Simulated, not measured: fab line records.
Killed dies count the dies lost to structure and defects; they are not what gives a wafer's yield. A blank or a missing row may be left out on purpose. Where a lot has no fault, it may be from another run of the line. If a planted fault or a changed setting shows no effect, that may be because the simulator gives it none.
One fault through the eyes of 2 desks ; flow gf180mcu ; what lay behind the numbers comes last; until then each desk has only its own

## AT THE TOOL OWNER'S DESK: litho track-01
The tool's own readings at GF_PSD_DEVELOP_06 (develop time 60 s): means of the sampled wafers that have a number, for each lot that ran on this tool. Any lot whose mean is over 4 standard deviations away from the usual mean is out of limits and marked OUT; that distance is given in the brackets.
Columns: A = developer temp C at GF_PSD_DEVELOP_06, usual 22.98 C; B = resist line temp C at GF_PSD_DEVELOP_06, usual 23.00 C
lot;first seen here;A;B
L298;day 14 18:38;23.02;22.91
L300;day 15 09:17;23.06;23.00
L301;day 15 14:50;22.91;22.95
L309;day 18 14:07;23.04;22.92
L315;day 20 21:34;25.31 (+21) OUT;22.90
L318;day 21 11:01;25.32 (+21) OUT;23.06
This desk finds L315, L318 out of limits, L315 being first, at day 20 21:34 (developer temp C at GF_PSD_DEVELOP_06). L298, L300, L301, L309: within limits.

## AT THE METROLOGY DESK
What the gauges read for every lot (on any tool): the sampled wafers with a number, averaged. Any lot whose mean is over 4 standard deviations away from the usual mean is out of limits and marked OUT; that distance is given in the brackets.
Columns: A = cd nm at GF_PSD_CD_MEAS_07, usual 399.7 nm; B = V3_CVD_00_THK at GF_V3_THK_MEAS_01, usual 600 nm; C = V4_OVL at GF_V4_OVL_MEAS_15, usual -2 nm
lot;first seen here;A;B;C
L297;day 14 04:32;404.3;597;-7
L298;day 14 18:47;397.6;597;-2
L299;day 15 04:04;401.2;600;-7
L300;day 15 09:25;399.5;599;4
L301;day 15 14:59;398.6;598;-5
L302;day 15 20:33;397.7;603;-9
L303;day 16 19:05;401.0;601;-4
L309;day 18 14:16;399.2;602;-5
L310;day 18 20:51;400.3;601;3
L315;day 20 21:43;393.4;603;-5
L316;day 20 22:17;400.6;602;7
L317;day 21 07:44;399.9;598;-5
L318;day 21 11:10;391.3;599;1
This desk's verdict: no lot among the 13 shows anything out of limits.

## BROUGHT TOGETHER
On L315, L318, at day 20 21:34, an alarm was possible from the tool owner's desk.
At the metrology desk, nothing out of limits was observed.
The metrology desk has L315, L318 on record, within its limits.
Of the lots named, all ran GF_PSD_DEVELOP_06 on litho track-01.

## WHAT THE SIMULATOR HAD INSERTED
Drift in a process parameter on litho track-01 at GF_PSD_DEVELOP_06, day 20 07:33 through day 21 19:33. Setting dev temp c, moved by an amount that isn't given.
Struck lots among those shown: L315, L318.
Each desk's first reading out of limits, in hours after the fault started: the tool owner's desk, 14.
